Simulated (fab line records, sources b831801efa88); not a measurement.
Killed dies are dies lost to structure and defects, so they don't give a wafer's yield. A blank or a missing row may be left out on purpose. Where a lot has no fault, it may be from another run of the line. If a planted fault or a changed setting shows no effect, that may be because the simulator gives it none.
2 desks looking at one fault -- flow gf180mcu -- numbers are kept per desk, each desk with only its own; the story behind them comes last

AT THE METROLOGY DESK
Means of the sampled wafers that have a number, per lot and without regard to the tool the lot ran on: this is what the gauges read. The brackets show how far a lot's mean lies from the usual mean; more than 4 standard deviations puts the lot out of limits, marked OUT.
Columns: A = V4_CVD_02_THK at GF_V4_THK_MEAS_03, usual 854 nm
lot,first seen here,A
L277,day 23 11:03,857
L280,day 24 06:22,849
L283,day 25 16:02,857
L284,day 26 00:24,861
L285,day 26 18:15,849
L288,day 27 16:12,864
L289,day 27 16:38,859
L290,day 28 03:29,769 (-8.5) OUT
L294,day 29 03:58,774 (-8.0) OUT
L297,day 29 18:03,845
L298,day 30 02:18,845
L300,day 30 11:51,856
This desk's finding: out of limits on L290, L294; first on L290, day 28 03:29 (V4_CVD_02_THK at GF_V4_THK_MEAS_03). Within limits: L277, L280, L283, L284, L285, L288, L289, L297, L298, L300.

DESK OF THE TOOL OWNER: pecvd-04
The tool's own readings at GF_V4_CVD_02 (deposits SiO2 from TEOS, target thk 850 nm, time 94.851 s): means of the sampled wafers that have a number, for each lot that ran on this tool. The brackets show how far a lot's mean lies from the usual mean; more than 4 standard deviations puts the lot out of limits, marked OUT.
Columns: A = heater_power_w at GF_V4_CVD_02, usual 686 W
lot,first seen here,A
L277,day 23 10:58,625
L288,day 27 16:08,554
L290,day 28 03:25,558
L294,day 29 03:52,559
This desk's verdict: no lot among the 4 shows anything out of limits.

ALL TOGETHER
L290, L294 would have let the metrology desk raise an alarm at day 28 03:29.
The tool owner's desk saw nothing out of limits.
Tool owner's desk: L290, L294 on record, inside its limits.
Of the lots named, all ran GF_V4_CVD_02 on pecvd-04.

WHAT HAD BEEN PUT IN BY THE SIMULATOR
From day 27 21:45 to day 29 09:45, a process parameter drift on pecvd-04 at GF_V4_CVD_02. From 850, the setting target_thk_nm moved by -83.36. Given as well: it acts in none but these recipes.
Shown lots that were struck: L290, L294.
Delay in hours, fault start to first out-of-limits reading, per desk: metrology desk 6.
